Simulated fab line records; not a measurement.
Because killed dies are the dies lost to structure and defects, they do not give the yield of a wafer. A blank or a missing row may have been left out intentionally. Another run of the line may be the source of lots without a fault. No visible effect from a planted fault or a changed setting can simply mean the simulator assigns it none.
The tool behind it: which one?    flow gf180mcu    18 wafers from 6 lots sampled at 2 of the route's 602 steps

== WHAT EACH GAUGE READ, for each wafer ==
GF_HV_LDD_RS_MEAS_53: the measuring method here is four-point-probe.
lot   measured      on             HV_LDD_RS (ohm/sq)
L268  day 12 18:02  film_metro-01  419.6 419.5 419.2
L269  day 13 19:33  film_metro-04  419.2 418.7 418.0
L274  day 15 09:53  film_metro-01  419.0 419.8 417.4
L275  day 15 23:26  film_metro-04  418.4 418.6 418.9
L277  day 16 10:27  film_metro-01  417.3 419.4 418.4
L283  day 18 01:13  film_metro-03  374.5 373.9 374.9

== WHAT TOOL EACH LOT RAN ON (gives the tool, then ch and the chambers of the sampled wafers, and finally the start) ==
lot   GF_HV_LDD_IMPLANT_36
L268  implanter-04 ch 0, day 11 21:31
L269  implanter-02 ch 0, day 12 22:44
L274  implanter-04 ch 0, day 14 12:05
L275  implanter-04 ch 0, day 15 01:01
L277  implanter-04 ch 0, day 15 11:49
L283  implanter-02 ch 0, day 17 02:12
- GF_HV_LDD_IMPLANT_36

== THE ANSWER, worked out from the rows above alone ==
Rule: usual is defined by the lots themselves. The widest of any qualifying gaps counts: lots, ordered by their means at a reading, are off when they make up no more than a third of the lots, leave a main group of 4 or more, and stand apart from it by 3 or more times the standard deviation of that group's means. A main group whose means are all the same, to the digits that the tables above print for the reading, isn't used. Also off: a lot with no number at a reading for which 4 or more lots have one. The other lots that the step has rows for count as sound.
Off: at GF_HV_LDD_RS_MEAS_53 (HV_LDD_RS), L283. Main group: mean 418.8 ohm/sq, sd 0.36.
A tool fits if, at a process step before that reading, it ran every lot that is off, and no sound lot after the first of them. Those tools and the gauges at GF_HV_LDD_RS_MEAS_53 are tried in the same way. 2 tools fit, implanter-02 at GF_HV_LDD_IMPLANT_36 and film_metro-03 at GF_HV_LDD_RS_MEAS_53, so this cannot tell which one it is.

== WHAT THE SIMULATOR PUT IN ==
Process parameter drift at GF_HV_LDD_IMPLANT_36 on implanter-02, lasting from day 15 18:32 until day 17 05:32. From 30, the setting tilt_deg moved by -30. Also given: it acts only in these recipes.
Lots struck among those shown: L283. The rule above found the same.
